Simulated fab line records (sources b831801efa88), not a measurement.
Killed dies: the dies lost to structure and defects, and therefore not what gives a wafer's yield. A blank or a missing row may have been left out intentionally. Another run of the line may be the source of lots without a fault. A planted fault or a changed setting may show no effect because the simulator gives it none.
Which of the tools did it? / flow gf180mcu / 13 lots with 38 wafers sampled at 5 steps, on a route of 602 steps

WHAT EACH GAUGE READ, for each wafer
GF_VT_IMPLANT_OVL_MEAS_07.
lot=L271; measured=day 5 08:08; on=overlay-01; VT_IMPLANT_OVL (nm)=-1.6 -1.5 -1.9
lot=L272; measured=day 6 03:26; on=overlay-02; VT_IMPLANT_OVL (nm)=1.5 0.6 1.9
lot=L274; measured=day 6 16:02; on=overlay-01; VT_IMPLANT_OVL (nm)=-1.4 0.6 0.5
lot=L275; measured=day 7 01:20; on=overlay-01; VT_IMPLANT_OVL (nm)=-0.1 0.2 -0.1
lot=L276; measured=day 7 09:53; on=overlay-01; VT_IMPLANT_OVL (nm)=0.7 1.5 0.5
lot=L277; measured=day 7 11:23; on=overlay-02; VT_IMPLANT_OVL (nm)=2.4 3.4 2.6
lot=L278; measured=day 7 11:41; on=overlay-02; VT_IMPLANT_OVL (nm)=0.7 0.9 -0.2
lot=L279; measured=day 7 20:26; on=overlay-02; VT_IMPLANT_OVL (nm)=0.6 0.4 0.1
lot=L284; measured=day 8 22:32; on=overlay-02; VT_IMPLANT_OVL (nm)=-0.9 -0.1 -0.4
lot=L285; measured=day 9 11:08; on=overlay-01; VT_IMPLANT_OVL (nm)=0.0 0.6
lot=L290; measured=day 10 13:26; on=overlay-01; VT_IMPLANT_OVL (nm)=-0.6 -2.1 -2.1
lot=L292; measured=day 11 03:23; on=overlay-01; VT_IMPLANT_OVL (nm)=3.0 2.8 2.3
lot=L294; measured=day 11 15:17; on=overlay-02; VT_IMPLANT_OVL (nm)=0.0 -0.4 1.6

GF_POLY_GATE_THK_MEAS_01.
lot=L271; measured=day 8 01:53; on=film_metro-01; POLY_GATE_CVD_00_THK (nm)=200.7 199.8 201.0
lot=L272; measured=day 9 03:04; on=film_metro-01; POLY_GATE_CVD_00_THK (nm)=200.6 200.3 200.8
lot=L274; measured=day 9 15:35; on=film_metro-02; POLY_GATE_CVD_00_THK (nm)=196.4 197.9 199.1
lot=L275; measured=day 10 02:56; on=film_metro-01; POLY_GATE_CVD_00_THK (nm)=198.2 198.0 196.8
lot=L276; measured=day 10 14:38; on=film_metro-01; POLY_GATE_CVD_00_THK (nm)=204.5 204.7 203.4
lot=L277; measured=day 10 16:51; on=film_metro-04; POLY_GATE_CVD_00_THK (nm)=199.7 199.0 200.5
lot=L278; measured=day 10 16:49; on=film_metro-02; POLY_GATE_CVD_00_THK (nm)=201.0 199.0 202.8
lot=L279; measured=day 11 02:19; on=film_metro-01; POLY_GATE_CVD_00_THK (nm)=198.5 196.7 197.4
lot=L284; measured=day 12 05:14; on=film_metro-02; POLY_GATE_CVD_00_THK (nm)=200.5 200.7 199.8
lot=L285; measured=day 12 22:47; on=film_metro-02; POLY_GATE_CVD_00_THK (nm)=203.2 200.6
lot=L290; measured=day 14 00:01; on=film_metro-02; POLY_GATE_CVD_00_THK (nm)=200.1 200.3 201.4
lot=L292; measured=day 14 19:07; on=film_metro-02; POLY_GATE_CVD_00_THK (nm)=197.9 198.8 198.3
lot=L294; measured=day 15 04:05; on=film_metro-01; POLY_GATE_CVD_00_THK (nm)=197.9 198.7 197.5

TOOL THAT RAN EACH LOT (tool first, then ch and the chambers of the sampled wafers, then the start)
lot=L271; GF_NWELL_STRIP_10=plasma_asher-02 ch 0,1, day 3 04:16; GF_LVPWELL_COAT_02=litho_track-01 ch 0, day 3 09:44; GF_LVPWELL_STRIP_10=plasma_asher-02 ch 0,1, day 3 16:35
lot=L272; GF_NWELL_STRIP_10=plasma_asher-03 ch 0,1, day 3 19:34; GF_LVPWELL_COAT_02=litho_track-04 ch 0, day 4 01:49; GF_LVPWELL_STRIP_10=plasma_asher-04 ch 0,1, day 4 08:52
lot=L274; GF_NWELL_STRIP_10=plasma_asher-04 ch 0,1, day 4 06:10; GF_LVPWELL_COAT_02=litho_track-03 ch 0, day 4 12:44; GF_LVPWELL_STRIP_10=plasma_asher-02 ch 0,1, day 4 19:46
lot=L275; GF_NWELL_STRIP_10=plasma_asher-02 ch 0,1, day 4 13:58; GF_LVPWELL_COAT_02=litho_track-01 ch 0, day 4 20:14; GF_LVPWELL_STRIP_10=plasma_asher-04 ch 0,1, day 5 03:52
lot=L276; GF_NWELL_STRIP_10=plasma_asher-03 ch 0, day 4 20:58; GF_LVPWELL_COAT_02=litho_track-03 ch 0, day 5 03:29; GF_LVPWELL_STRIP_10=plasma_asher-02 ch 0,1, day 5 11:32
lot=L277; GF_NWELL_STRIP_10=plasma_asher-04 ch 0,1, day 4 23:28; GF_LVPWELL_COAT_02=litho_track-01 ch 0, day 5 06:05; GF_LVPWELL_STRIP_10=plasma_asher-04 ch 0,1, day 5 14:13
lot=L278; GF_NWELL_STRIP_10=plasma_asher-02 ch 0,1, day 5 00:48; GF_LVPWELL_COAT_02=litho_track-01 ch 0, day 5 07:23; GF_LVPWELL_STRIP_10=plasma_asher-01 ch 0,1, day 5 14:36
lot=L279; GF_NWELL_STRIP_10=plasma_asher-03 ch 0,1, day 5 08:06; GF_LVPWELL_COAT_02=litho_track-01 ch 0, day 5 14:41; GF_LVPWELL_STRIP_10=plasma_asher-02 ch 0,1, day 5 21:54
lot=L284; GF_NWELL_STRIP_10=plasma_asher-03 ch 0,1, day 6 05:43; GF_LVPWELL_COAT_02=litho_track-01 ch 0, day 6 12:39; GF_LVPWELL_STRIP_10=plasma_asher-02 ch 0,1, day 6 20:43
lot=L285; GF_NWELL_STRIP_10=plasma_asher-04 ch 1, day 6 17:22; GF_LVPWELL_COAT_02=litho_track-01 ch 0, day 7 00:42; GF_LVPWELL_STRIP_10=plasma_asher-04 ch 0, day 7 09:13
lot=L290; GF_NWELL_STRIP_10=plasma_asher-03 ch 0,1, day 7 16:19; GF_LVPWELL_COAT_02=litho_track-03 ch 0, day 8 00:23; GF_LVPWELL_STRIP_10=plasma_asher-02 ch 0,1, day 8 09:01
lot=L292; GF_NWELL_STRIP_10=plasma_asher-02 ch 0,1, day 8 03:10; GF_LVPWELL_COAT_02=litho_track-04 ch 0, day 8 11:46; GF_LVPWELL_STRIP_10=plasma_asher-01 ch 0,1, day 8 20:40
lot=L294; GF_NWELL_STRIP_10=plasma_asher-03 ch 0,1, day 8 14:46; GF_LVPWELL_COAT_02=litho_track-03 ch 0, day 8 22:50; GF_LVPWELL_STRIP_10=plasma_asher-04 ch 0, day 9 08:31
- GF_NWELL_STRIP_10: strips in O2/N2.
- GF_LVPWELL_COAT_02: resist thk 3000 nm.
- GF_LVPWELL_STRIP_10: strips in O2/N2.

WHAT THE TOOLS THEMSELVES READ (means of the sampled wafers that have a number; where no wafer has one, the mark that the record gives instead)
GF_NWELL_STRIP_10.
lot=L271; tool=plasma_asher-02; drypump_motor_current_A (A)=5.7; heater_power_w (W)=355; o2_flow_sccm (sccm)=2994; oes_product_au (a.u.)=0.725; strip_time_to_endpoint_s (s)=37.05
lot=L272; tool=plasma_asher-03; drypump_motor_current_A (A)=6.6; heater_power_w (W)=326; o2_flow_sccm (sccm)=3004; oes_product_au (a.u.)=0.722; strip_time_to_endpoint_s (s)=36.85
lot=L274; tool=plasma_asher-04; drypump_motor_current_A (A)=6.0; heater_power_w (W)=377; o2_flow_sccm (sccm)=2985; oes_product_au (a.u.)=0.721; strip_time_to_endpoint_s (s)=36.82
lot=L275; tool=plasma_asher-02; drypump_motor_current_A (A)=5.7; heater_power_w (W)=351; o2_flow_sccm (sccm)=2998; oes_product_au (a.u.)=0.722; strip_time_to_endpoint_s (s)=36.87
lot=L276; tool=plasma_asher-03; drypump_motor_current_A (A)=6.7; heater_power_w (W)=314; o2_flow_sccm (sccm)=2993; oes_product_au (a.u.)=0.722; strip_time_to_endpoint_s (s)=36.86
lot=L277; tool=plasma_asher-04; drypump_motor_current_A (A)=6.1; heater_power_w (W)=374; o2_flow_sccm (sccm)=3004; oes_product_au (a.u.)=0.721; strip_time_to_endpoint_s (s)=36.76
lot=L278; tool=plasma_asher-02; drypump_motor_current_A (A)=5.7; heater_power_w (W)=335; o2_flow_sccm (sccm)=2996; oes_product_au (a.u.)=0.720; strip_time_to_endpoint_s (s)=37.01
lot=L279; tool=plasma_asher-03; drypump_motor_current_A (A)=6.7; heater_power_w (W)=321; o2_flow_sccm (sccm)=2999; oes_product_au (a.u.)=0.725; strip_time_to_endpoint_s (s)=37.03
lot=L284; tool=plasma_asher-03; drypump_motor_current_A (A)=6.7; heater_power_w (W)=319; o2_flow_sccm (sccm)=3013; oes_product_au (a.u.)=0.724; strip_time_to_endpoint_s (s)=36.89
lot=L285; tool=plasma_asher-04; drypump_motor_current_A (A)=6.5; heater_power_w (W)=395; o2_flow_sccm (sccm)=3006; oes_product_au (a.u.)=0.722; strip_time_to_endpoint_s (s)=36.95
lot=L290; tool=plasma_asher-03; drypump_motor_current_A (A)=6.6; heater_power_w (W)=320; o2_flow_sccm (sccm)=2997; oes_product_au (a.u.)=0.722; strip_time_to_endpoint_s (s)=37.04
lot=L292; tool=plasma_asher-02; drypump_motor_current_A (A)=5.7; heater_power_w (W)=336; o2_flow_sccm (sccm)=3001; oes_product_au (a.u.)=0.724; strip_time_to_endpoint_s (s)=36.94
lot=L294; tool=plasma_asher-03; drypump_motor_current_A (A)=6.6; heater_power_w (W)=330; o2_flow_sccm (sccm)=2998; oes_product_au (a.u.)=0.723; strip_time_to_endpoint_s (s)=36.88

GF_LVPWELL_STRIP_10.
lot=L271; tool=plasma_asher-02; drypump_motor_current_A (A)=5.7; heater_power_w (W)=352; o2_flow_sccm (sccm)=2994; oes_product_au (a.u.)=0.727; strip_time_to_endpoint_s (s)=36.95
lot=L272; tool=plasma_asher-04; drypump_motor_current_A (A)=6.1; heater_power_w (W)=379; o2_flow_sccm (sccm)=3017; oes_product_au (a.u.)=0.728; strip_time_to_endpoint_s (s)=36.94
lot=L274; tool=plasma_asher-02; drypump_motor_current_A (A)=5.7; heater_power_w (W)=334; o2_flow_sccm (sccm)=3002; oes_product_au (a.u.)=0.722; strip_time_to_endpoint_s (s)=36.85
lot=L275; tool=plasma_asher-04; drypump_motor_current_A (A)=6.1; heater_power_w (W)=373; o2_flow_sccm (sccm)=3001; oes_product_au (a.u.)=0.727; strip_time_to_endpoint_s (s)=36.98
lot=L276; tool=plasma_asher-02; drypump_motor_current_A (A)=5.6; heater_power_w (W)=353; o2_flow_sccm (sccm)=3005; oes_product_au (a.u.)=0.721; strip_time_to_endpoint_s (s)=37.00
lot=L277; tool=plasma_asher-04; drypump_motor_current_A (A)=5.7; heater_power_w (W)=356; o2_flow_sccm (sccm)=3001; oes_product_au (a.u.)=0.725; strip_time_to_endpoint_s (s)=36.85
lot=L278; tool=plasma_asher-01; drypump_motor_current_A (A)=6.3; heater_power_w (W)=329; o2_flow_sccm (sccm)=2999; oes_product_au (a.u.)=0.726; strip_time_to_endpoint_s (s)=37.01
lot=L279; tool=plasma_asher-02; drypump_motor_current_A (A)=5.7; heater_power_w (W)=336; o2_flow_sccm (sccm)=3000; oes_product_au (a.u.)=0.722; strip_time_to_endpoint_s (s)=39.59
lot=L284; tool=plasma_asher-02; drypump_motor_current_A (A)=5.7; heater_power_w (W)=331; o2_flow_sccm (sccm)=2994; oes_product_au (a.u.)=0.721; strip_time_to_endpoint_s (s)=39.64
lot=L285; tool=plasma_asher-04; drypump_motor_current_A (A)=5.3; heater_power_w (W)=331; o2_flow_sccm (sccm)=2998; oes_product_au (a.u.)=0.722; strip_time_to_endpoint_s (s)=40.88
lot=L290; tool=plasma_asher-02; drypump_motor_current_A (A)=5.7; heater_power_w (W)=340; o2_flow_sccm (sccm)=3007; oes_product_au (a.u.)=0.725; strip_time_to_endpoint_s (s)=36.76
lot=L292; tool=plasma_asher-01; drypump_motor_current_A (A)=6.3; heater_power_w (W)=342; o2_flow_sccm (sccm)=3002; oes_product_au (a.u.)=0.724; strip_time_to_endpoint_s (s)=37.03
lot=L294; tool=plasma_asher-04; drypump_motor_current_A (A)=5.3; heater_power_w (W)=326; o2_flow_sccm (sccm)=3005; oes_product_au (a.u.)=0.728; strip_time_to_endpoint_s (s)=37.06

THE ANSWER, worked out from the rows above alone
Rule: what is usual is taken from the lots themselves. Put in order of their means at a reading, lots are off if they are a third of the lots or fewer, leave a main group of 4 or more, and stand apart from it by a gap of 3 or more times the standard deviation of the main group's means; of several such gaps the widest counts. A main group whose means are all the same, to the digits that the tables above print for the reading, isn't used. A lot without any number at a reading at which 4 lots or more have one is off too. The other lots that the step has rows for count as sound. The gauges are gone through in route order, then the tools' own readings, and for those a lot's mean is taken as printed above. At the first step where some lot is off, the reading lying furthest off is the one used; lots without a number count as furthest.
Off, at GF_LVPWELL_STRIP_10 on strip_time_to_endpoint_s: L279, L284, L285. The main group has a mean of 36.94 s with a standard deviation of 0.09.
A tool fits if, at that step or a process step before it, it ran every lot that is off, and no sound lot after the first of them. One fits: GF_LVPWELL_COAT_02 on litho_track-01. Its last sound lot is L278 (day 5 07:23), its first lot that is off L279 (day 5 14:41): a fault that began between those two fits.

WHAT THE SIMULATOR PUT IN
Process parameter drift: litho_track-01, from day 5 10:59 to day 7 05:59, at GF_LVPWELL_COAT_02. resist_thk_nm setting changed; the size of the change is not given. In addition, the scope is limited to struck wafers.
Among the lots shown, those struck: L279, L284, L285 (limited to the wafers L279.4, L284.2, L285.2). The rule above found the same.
